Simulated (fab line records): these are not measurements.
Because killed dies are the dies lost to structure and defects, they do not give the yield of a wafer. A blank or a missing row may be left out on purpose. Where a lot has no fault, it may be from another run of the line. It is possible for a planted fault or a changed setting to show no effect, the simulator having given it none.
fab line records -- flow sky130
[record] lots = 12, wafers = 36, lastDay = 50
route steps=708 shown GATE_OXIDE@201 POLY_GATE@230 LDD_P@261 LDD_HVN@277
lots with no fault: from the same line, run without faults
startH: the number of hours between the record's first day and the start of the first shown wafer of the lot -- waitH: hours since the lot's step before -- " as in the row above -- L1.1+2: a row that stands for several wafers -- - no value, or no start given -- * or withheld: withheld -- < > ~ a bound
route shown NAME@n: names a module that has steps shown in the file, with the first one's number in the route -- usual: mean/standard deviation taken from wafers without a fault -- same: alike in all rows -- chamber/n: place in a boat -- sites: per-site readings -- _std_site: standard deviation of those values -- _edge_site: outer sites' mean less inner sites' -- radiusMm: for every site, how far away it sits from the centre of the wafer -- mask NAME#n: copy n -- behind: tool/chamber where the wafer was last shaped -- hold: cause of the lot's hold/its duration in hours/its outcome -- device: the transistor (n, p or np) that didn't switch -- end of line: at the end of the route, the tests of the same wafers -- for a step that has no rows: nothing shown but its recipe -- killed: at the first sort, the dies lost to defects and structure; wafer yield is something else -- map: a wafer's dies, x killed, . not, _ none there
set.NAME: the run value of the setting; set.NAME@STEP: its run value at that earlier step -- model.NAME: the simulator's own value behind a step, which no gauge read
a sample of lots followed through the steps of the route, with each step as a table and each wafer as a row
services: from which hour (startH, from the record's first day; less than 0 if before it) a tool's chamber was out of use, for how many hours, and why
[[steps]]
[step SKY_GATE_OXIDE_TW_MEAS_14]
[usual] GATE_OXIDE_TW = 224.4/1.2
lot.wafer,tool,chamber,startH,waitH,GATE_OXIDE_TW
L216.1,filmMetro-04,-,305.10,0.1,222.8
L216.2,filmMetro-04,-,305.10,0.1,222.0
L216.5,filmMetro-04,-,305.10,0.1,222.9
L217.1,filmMetro-01,-,318.72,0.1,224.8
L217.2,filmMetro-01,-,318.72,0.1,224.4
L217.3,filmMetro-01,-,318.72,0.1,226.2
L221.2,filmMetro-04,-,351.68,0.1,224.7
L221.4,filmMetro-04,-,351.68,0.1,223.9
L221.5,filmMetro-04,-,351.68,0.1,223.1
L224.1,filmMetro-01,-,397.35,0.1,227.2
L224.4,filmMetro-01,-,397.35,0.1,226.2
L224.5,filmMetro-01,-,397.35,0.1,225.3
L225.3,filmMetro-04,-,400.92,0.1,225.6
L225.4,filmMetro-04,-,400.92,0.1,224.2
L225.6,filmMetro-04,-,400.92,0.1,224.5
L226.3,filmMetro-04,-,419.02,0.1,225.2
L226.4,filmMetro-04,-,419.02,0.1,225.3
L226.6,filmMetro-04,-,419.02,0.1,224.2
L229.1,filmMetro-01,-,429.95,0.1,224.9
L229.2,filmMetro-01,-,429.95,0.1,225.3
L229.6,filmMetro-01,-,429.95,0.1,225.0
L230.1,filmMetro-03,-,440.39,0.1,224.7
L230.2,filmMetro-03,-,440.39,0.1,224.5
L230.5,filmMetro-03,-,440.39,0.1,223.5
L233.1,filmMetro-04,-,458.82,0.1,224.7
L233.2,filmMetro-04,-,458.82,0.1,223.1
L233.4,filmMetro-04,-,458.82,0.1,223.2
L237.2,filmMetro-03,-,485.65,0.1,224.0
L237.3,filmMetro-03,-,485.65,0.1,224.0
L237.6,filmMetro-03,-,485.65,0.1,225.5
L238.1,filmMetro-01,-,495.58,0.1,224.2
L238.3,filmMetro-01,-,495.58,0.1,223.4
L238.5,filmMetro-01,-,495.58,0.1,224.2
L239.2,filmMetro-01,-,505.33,0.1,226.0
L239.3,filmMetro-01,-,505.33,0.1,225.5
L239.5,filmMetro-01,-,505.33,0.1,225.8
[step SKY_POLY_GATE_ETCH_16]
[recipe] stopOn = poly-Si, chemistry = CH3F/O2, target = Si3N4, sourceW = 400, biasW = 80, pressureMtorr = 25, ch3fFlowSccm = 40, O2_flow_sccm = 30, timeS = 147.5, targetDepthA = 750
[usual] drypumpMotorCurrentA = 6.0/0.43, oesProductAu = 0.639/0.0052, throttleValvePct = 10.535/0.01
lot.wafer,tool,chamber,startH,waitH,drypumpMotorCurrentA,oesProductAu,rfHoursCounterH,throttleValvePct
L216.1,rieDiel-03,1,365.80,0.0,6.2,0.640,13,10.524
L216.2,rieDiel-03,3,365.80,0.0,6.3,0.632,4,10.539
L216.5,rieDiel-03,0,365.80,0.0,5.8,0.630,-,10.527
L217.1,rieDiel-01,1,380.35,0.0,5.4,0.638,8,10.529
L217.2,rieDiel-01,0,380.35,0.0,5.3,0.641,5,10.541
L217.3,rieDiel-01,3,380.35,0.0,6.6,0.630,4,10.523
L221.2,rieDiel-01,2,413.84,0.0,5.6,0.633,1,10.524
L221.4,rieDiel-01,0,413.84,0.0,5.3,0.646,6,10.552
L221.5,rieDiel-01,1,413.84,0.0,5.4,0.641,-,10.528
L224.1,rieDiel-03,0,463.85,0.0,5.8,0.631,5,10.548
L224.4,rieDiel-03,3,463.85,0.0,6.3,0.644,6,10.531
L224.5,rieDiel-03,3,463.85,0.0,6.3,0.636,-,10.537
L225.3,rieDiel-01,2,468.19,0.0,5.6,0.633,2,10.533
L225.4,rieDiel-01,0,468.19,0.0,5.3,0.645,7,10.509
L225.6,rieDiel-01,2,468.19,0.0,5.7,0.628,-,10.534
L226.3,rieDiel-03,0,485.45,0.0,5.8,0.629,5,10.544
L226.4,rieDiel-03,1,485.45,0.0,6.3,0.642,16,10.547
L226.6,rieDiel-03,3,485.45,0.0,6.3,0.640,-,10.558
L229.1,rieDiel-04,1,494.96,0.0,5.6,0.644,6,10.554
L229.2,rieDiel-04,0,494.96,0.0,5.6,0.644,37,10.512
L229.6,rieDiel-04,1,494.96,0.0,5.6,0.642,-,10.530
L230.1,rieDiel-03,3,505.44,0.0,6.3,0.652,7,10.539
L230.2,rieDiel-03,1,505.44,0.0,6.2,0.637,16,10.524
L230.5,rieDiel-03,1,505.44,0.0,6.2,0.651,-,10.535
L233.1,rieDiel-04,0,524.35,0.0,5.6,0.643,38,10.528
L233.2,rieDiel-04,3,524.35,0.0,6.5,0.638,43,10.545
L233.4,rieDiel-04,1,524.35,0.0,5.6,0.640,-,10.530
L237.2,rieDiel-01,1,551.15,0.0,5.4,0.645,12,10.538
L237.3,rieDiel-01,3,551.15,0.0,6.7,0.636,7,10.536
L237.6,rieDiel-01,0,551.15,0.0,5.3,0.633,-,10.546
L238.1,rieDiel-03,1,559.69,0.0,6.2,0.640,18,10.547
L238.3,rieDiel-03,3,559.69,0.0,6.4,0.637,8,10.540
L238.5,rieDiel-03,2,559.69,0.0,6.3,0.636,-,10.549
L239.2,rieDiel-04,3,580.35,0.0,6.5,0.642,44,10.550
L239.3,rieDiel-04,1,580.35,0.0,5.6,0.641,8,10.524
L239.5,rieDiel-04,1,580.35,0.0,5.6,0.636,-,10.550
[step SKY_LDD_P_DEVELOP_06]
[recipe] resist = NOVOLAK, developer = TMAH, developTimeS = 60, devTempC = 23
[usual] chillPlateTempC = 22.97/0.1, developerTempC = 22.97/0.1
lot.wafer,tool,chamber,startH,waitH,chillPlateTempC,developerTempC
L216.1,lithoTrack-01,0,430.14,0.1,22.92,23.11
L216.2,lithoTrack-01,0,430.14,0.1,23.00,22.82
L216.5,lithoTrack-01,0,430.14,0.1,23.09,23.03
L217.1,lithoTrack-02,0,442.75,0.1,22.93,23.10
L217.2,lithoTrack-02,0,442.75,0.1,22.81,23.17
L217.3,lithoTrack-02,0,442.75,0.1,22.85,23.10
L221.2,lithoTrack-03,0,479.03,0.1,23.11,22.94
L221.4,lithoTrack-03,0,479.03,0.1,23.21,23.03
L221.5,lithoTrack-03,0,479.03,0.1,23.10,23.04
L224.1,lithoTrack-02,0,527.65,0.1,22.79,22.87
L224.4,lithoTrack-02,0,527.65,0.1,22.88,22.79
L224.5,lithoTrack-02,0,527.65,0.1,22.87,23.09
L225.3,lithoTrack-03,0,532.21,0.1,22.85,22.87
L225.4,lithoTrack-03,0,532.21,0.1,23.09,22.92
L225.6,lithoTrack-03,0,532.21,0.1,22.83,22.97
L226.3,lithoTrack-02,0,548.70,0.1,23.09,23.04
L226.4,lithoTrack-02,0,548.70,0.1,23.00,23.07
L226.6,lithoTrack-02,0,548.70,0.1,23.05,22.96
L229.1,lithoTrack-02,0,560.40,0.1,22.82,22.85
L229.2,lithoTrack-02,0,560.40,0.1,22.98,22.91
L229.6,lithoTrack-02,0,560.40,0.1,22.93,22.79
L230.1,lithoTrack-03,0,570.16,0.1,22.85,22.93
L230.2,lithoTrack-03,0,570.16,0.1,22.93,23.04
L230.5,lithoTrack-03,0,570.16,0.1,22.98,23.08
L233.1,lithoTrack-02,0,586.05,0.1,22.98,22.87
L233.2,lithoTrack-02,0,586.05,0.1,23.00,22.98
L233.4,lithoTrack-02,0,586.05,0.1,22.95,23.08
L237.2,lithoTrack-02,0,613.18,0.1,22.95,25.18
L237.3,lithoTrack-02,0,613.18,0.1,22.89,25.36
L237.6,lithoTrack-02,0,613.18,0.1,22.96,25.27
L238.1,lithoTrack-01,0,620.98,0.1,22.97,22.98
L238.3,lithoTrack-01,0,620.98,0.1,22.93,23.03
L238.5,lithoTrack-01,0,620.98,0.1,23.04,23.01
L239.2,lithoTrack-02,0,641.93,0.1,22.83,25.24
L239.3,lithoTrack-02,0,641.93,0.1,22.92,25.15
L239.5,lithoTrack-02,0,641.93,0.1,22.88,25.31
[step SKY_LDD_P_CD_MEAS_07]
[recipe] targetCdNm = 380
[usual] cdNm = 381.1/1.9
lot.wafer,tool,chamber,startH,waitH,cdNm
L216.1,cdSem-01,-,430.29,0.1,384.2
L216.2,cdSem-01,-,430.29,0.1,384.7
L216.5,cdSem-01,-,430.29,0.1,383.4
L217.1,cdSem-01,-,442.90,0.1,382.1
L217.2,cdSem-01,-,442.90,0.1,382.6
L217.3,cdSem-01,-,442.90,0.1,384.0
L221.2,cdSem-01,-,479.18,0.1,382.8
L221.4,cdSem-01,-,479.18,0.1,380.9
L221.5,cdSem-01,-,479.18,0.1,382.4
L224.1,cdSem-02,-,527.80,0.1,380.8
L224.4,cdSem-02,-,527.80,0.1,381.0
L224.5,cdSem-02,-,527.80,0.1,381.3
L225.3,cdSem-01,-,532.35,0.1,379.3
L225.4,cdSem-01,-,532.35,0.1,379.8
L225.6,cdSem-01,-,532.35,0.1,382.3
L226.3,cdSem-02,-,548.84,0.1,384.0
L226.4,cdSem-02,-,548.84,0.1,381.2
L226.6,cdSem-02,-,548.84,0.1,380.9
L229.1,cdSem-02,-,560.55,0.1,382.2
L229.2,cdSem-02,-,560.55,0.1,382.2
L229.6,cdSem-02,-,560.55,0.1,381.9
L230.1,cdSem-02,-,570.31,0.1,381.6
L230.2,cdSem-02,-,570.31,0.1,384.1
L230.5,cdSem-02,-,570.31,0.1,380.6
L233.1,cdSem-02,-,586.20,0.1,378.0
L233.2,cdSem-02,-,586.20,0.1,379.8
L233.4,cdSem-02,-,586.20,0.1,382.9
L237.2,cdSem-01,-,613.32,0.1,374.1
L237.3,cdSem-01,-,613.32,0.1,372.9
L237.6,cdSem-01,-,613.32,0.1,371.2
L238.1,cdSem-02,-,621.13,0.1,379.7
L238.3,cdSem-02,-,621.13,0.1,379.3
L238.5,cdSem-02,-,621.13,0.1,378.6
L239.2,cdSem-02,-,642.07,0.1,372.9
L239.3,cdSem-02,-,642.07,0.1,372.3
L239.5,cdSem-02,-,642.07,0.1,372.2
[step SKY_LDD_HVN_TW_MEAS_10]
[usual] LDD_HVN_TW = 1440/7.5
lot.wafer,tool,chamber,startH,waitH,LDD_HVN_TW
L216.1,filmMetro-01,-,461.73,0.1,1435
L216.2,filmMetro-01,-,461.73,0.1,1439
L216.5,filmMetro-01,-,461.73,0.1,1447
L217.1,filmMetro-02,-,473.27,0.1,1423
L217.2,filmMetro-02,-,473.27,0.1,1428
L217.3,filmMetro-02,-,473.27,0.1,1430
L221.2,filmMetro-04,-,509.80,0.1,1446
L221.4,filmMetro-04,-,509.80,0.1,1443
L221.5,filmMetro-04,-,509.80,0.1,1436
L224.1,filmMetro-02,-,557.84,0.1,1442
L224.4,filmMetro-02,-,557.84,0.1,1431
L224.5,filmMetro-02,-,557.84,0.1,1427
L225.3,filmMetro-01,-,561.79,0.1,1432
L225.4,filmMetro-01,-,561.79,0.1,1432
L225.6,filmMetro-01,-,561.79,0.1,1436
L226.3,filmMetro-04,-,578.42,0.1,1446
L226.4,filmMetro-04,-,578.42,0.1,1449
L226.6,filmMetro-04,-,578.42,0.1,1451
L229.1,filmMetro-02,-,589.99,0.1,1434
L229.2,filmMetro-02,-,589.99,0.1,1431
L229.6,filmMetro-02,-,589.99,0.1,1426
L230.1,filmMetro-01,-,600.05,0.1,1441
L230.2,filmMetro-01,-,600.05,0.1,1433
L230.5,filmMetro-01,-,600.05,0.1,1440
L233.1,filmMetro-04,-,615.72,0.1,1439
L233.2,filmMetro-04,-,615.72,0.1,1432
L233.4,filmMetro-04,-,615.72,0.1,1445
L237.2,filmMetro-01,-,642.95,0.1,1434
L237.3,filmMetro-01,-,642.95,0.1,1435
L237.6,filmMetro-01,-,642.95,0.1,1435
L238.1,filmMetro-04,-,650.29,0.1,1432
L238.3,filmMetro-04,-,650.29,0.1,1433
L238.5,filmMetro-04,-,650.29,0.1,1430
L239.2,filmMetro-02,-,669.88,0.1,1440
L239.3,filmMetro-02,-,669.88,0.1,1427
L239.5,filmMetro-02,-,669.88,0.1,1434
[[services]]
tool,chamber,startH,hours,kind
rieDiel-03,2,351.07,-,clean
rieDiel-03,2,351.07,15.9,scheduledDown
rieDiel-03,2,351.07,15.9,ventCycle
rieDiel-01,3,358.26,5.1,repair
rieDiel-01,3,375.51,2.7,repair
rieDiel-01,2,378.92,13.9,repair
rieDiel-03,3,403.18,3.7,repair
rieDiel-01,3,418.23,6.3,repair
rieDiel-01,3,435.08,1.3,repair
rieDiel-04,2,440.29,1.2,repair
rieDiel-03,0,446.87,3.9,repair
rieDiel-01,3,447.98,4.8,repair
rieDiel-04,1,452.26,1.7,repair
rieDiel-04,-,455.01,14.6,pm
rieDiel-03,2,458.42,4.1,repair
rieDiel-03,3,464.76,5.7,repair
rieDiel-03,2,468.06,6.0,repair
rieDiel-04,-,481.34,0.5,repair
rieDiel-01,2,492.91,7.6,repair
rieDiel-03,2,504.10,5.1,repair
rieDiel-03,2,539.82,7.0,repair
rieDiel-01,2,542.01,37.6,repair
rieDiel-01,-,570.13,14.6,pm
rieDiel-04,0,608.70,4.9,repair
[[key]]
[firstSign] step = SKY_LDD_P_DEVELOP_06, reading = developerTempC, direction = up, sigmas = 22, usual = *, struck = *
[effect] step = SKY_LDD_P_CD_MEAS_07, reading = cdNm, direction = down, sigmas = 4.5, usual = 381.1, struck = 372.6
metAt SKY_LDD_P_DEVELOP_06
struckLots L237,L239
testerLeftOut L237,L239
notActingAt SKY_GATE_OXIDE_TW_MEAS_14,SKY_POLY_GATE_ETCH_16,SKY_LDD_HVN_TW_MEAS_10
onsetBetween 586.05 613.18
[fault] kind = processParameterDrift, tool = lithoTrack-02, chamber = -, onsetH = 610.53, steps = SKY_LDD_P_DEVELOP_06, channel = devTempC, offset = *, shape = step, endH = 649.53, actsIn = *, stated = *
// testerLeftOut: of these lots the tester's yield and bins aren't shown, on N5 and GAA mostly nor the transistor test; their killed dies are dies lost to structure and defects alone, not to doping, threshold or leakage, so they don't give the yield
